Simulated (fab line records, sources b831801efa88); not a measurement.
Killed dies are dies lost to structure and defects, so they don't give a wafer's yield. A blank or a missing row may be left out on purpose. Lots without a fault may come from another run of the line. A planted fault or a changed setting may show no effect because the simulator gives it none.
Split-lot experiment | flow sfq_line | 5 lots, 23 wafers read, on a route of 325 steps

THE SPLIT
At SFQ_TRILAYER_M8_DEP_EVAP_198 (material Pt, target thk 50 nm, time 250 s), the setting time_s was moved away from the recipe's 250 s on 8 of the 23 wafers read, by -7.5% to +14.6%. The other wafers ran this setting at the recipe's value.

The reading is taken at the split's own step.

THE READING
Pt_of_TRILAYER_M8_DEP_EVAP_198.thk_nm (the simulator's own value, which no gauge read), in nm, at SFQ_TRILAYER_M8_DEP_EVAP_198 (material Pt, target thk 50 nm, time 250 s). The file gives no usual value for it. The 15 wafers here that ran the recipe average 50.26 nm, standard deviation 0.36 nm.

wafer  | tool, chamber at the split | time_s as run, s | against the recipe | Pt_of_TRILAYER_M8_DEP_EVAP_198.thk_nm, nm | against lot-mates on the recipe
L074.1 | pvd_sputter-02, -          | 250              | recipe             | 49.4                                      | -
L074.2 | pvd_sputter-02, -          | 250              | recipe             | 50.25                                     | -
L074.6 | pvd_sputter-02, -          | 250              | recipe             | 49.88                                     | -
L075.1 | pvd_sputter-01, -          | 231.3            | -7.5%              | 46.21                                     | -4.25
L075.2 | pvd_sputter-01, -          | 231.3            | -7.5%              | 46.92                                     | -3.54
L075.3 | pvd_sputter-01, -          | 250              | recipe             | 50.53                                     | -
L075.5 | pvd_sputter-01, -          | 250              | recipe             | 50.49                                     | -
L075.6 | pvd_sputter-01, -          | 250              | recipe             | 50.35                                     | -
L077.1 | pvd_sputter-01, -          | 250              | recipe             | 50.79                                     | -
L077.2 | pvd_sputter-01, -          | 270.7            | +8.3%              | 54.65                                     | +4.32
L077.4 | pvd_sputter-01, -          | 250              | recipe             | 49.86                                     | -
L077.5 | pvd_sputter-01, -          | 270.7            | +8.3%              | 55.04                                     | +4.71
L077.6 | pvd_sputter-01, -          | 270.7            | +8.3%              | 54.7                                      | +4.38
L078.1 | pvd_sputter-02, -          | 250              | recipe             | 49.99                                     | -
L078.2 | pvd_sputter-02, -          | 250              | recipe             | 50.71                                     | -
L078.3 | pvd_sputter-02, -          | 250              | recipe             | 50.37                                     | -
L078.4 | pvd_sputter-02, -          | 250              | recipe             | 50.43                                     | -
L078.5 | pvd_sputter-02, -          | 250              | recipe             | 50.16                                     | -
L080.1 | pvd_sputter-01, -          | 250              | recipe             | 50.06                                     | -
L080.2 | pvd_sputter-01, -          | 286.6            | +14.6%             | 57.78                                     | +7.45
L080.4 | pvd_sputter-01, -          | 250              | recipe             | 50.61                                     | -
L080.5 | pvd_sputter-01, -          | 286.6            | +14.6%             | 57.82                                     | +7.48
L080.6 | pvd_sputter-01, -          | 286.6            | +14.6%             | 57.71                                     | +7.38

THE FIT
A straight line over all 23 wafers: Pt_of_TRILAYER_M8_DEP_EVAP_198.thk_nm changes by +0.516 nm for each +1% of time_s; r = +0.99; the points scatter about the line by 0.35 nm.
The same after taking each lot's own level away (the mean of its wafers on the recipe; 23 wafers): +0.516 nm for each +1%; r = +1.00; scatter 0.29 nm.
On that fit, the largest move of time_s shifts the reading by 7.6 nm.
The lots' own levels span 49.843 to 50.457 nm, that is 1.7 times the standard deviation above.
So the lot-to-lot level changes the slope little: the two slopes agree.
Check: with one of the wafers moved furthest among these (+14.6%) left out of the fit, the line predicts +7.59 nm for it against its lot-mates. It came out at +7.45 nm against them.

OTHER SPLITS ON THESE WAFERS
These wafers also went through other splits before the reading. Each is held against what the fit with the lots' levels taken away leaves over:
other split on the same wafers                    | wafers away from the commonest value | r with Pt_of_TRILAYER_M8_DEP_EVAP_198.thk_nm (lot level and that fit taken away)
SFQ_TRILAYER_C5_BARC_OPEN_VIA_ETCH_210 time_s     | 3                                    | -0.01
SFQ_TRILAYER_M6_LITHO_EXPOSE_160 dose_mj          | 5                                    | -0.18
SFQ_TRILAYER_I6_VIA_LITHO_COAT_174 spin_rpm       | 4                                    | +0.23
SFQ_TRILAYER_I6_VIA_LITHO_PEB_172 peb_temp_c      | 10                                   | +0.31
SFQ_TRILAYER_I7_VIA_LITHO_COAT_192 spin_rpm       | 7                                    | -0.22
SFQ_TRILAYER_I7_VIA_BARC_OPEN_VIA_ETCH_260 time_s | 4                                    | -0.18
SFQ_TRILAYER_M8_DEP_EVAP_197 time_s               | 7                                    | +0.11

THE FILE'S OWN FIT
Pt_of_TRILAYER_M8_DEP_EVAP_198.thk_nm changes by +0.516 nm for each +1% of time_s, r = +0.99.
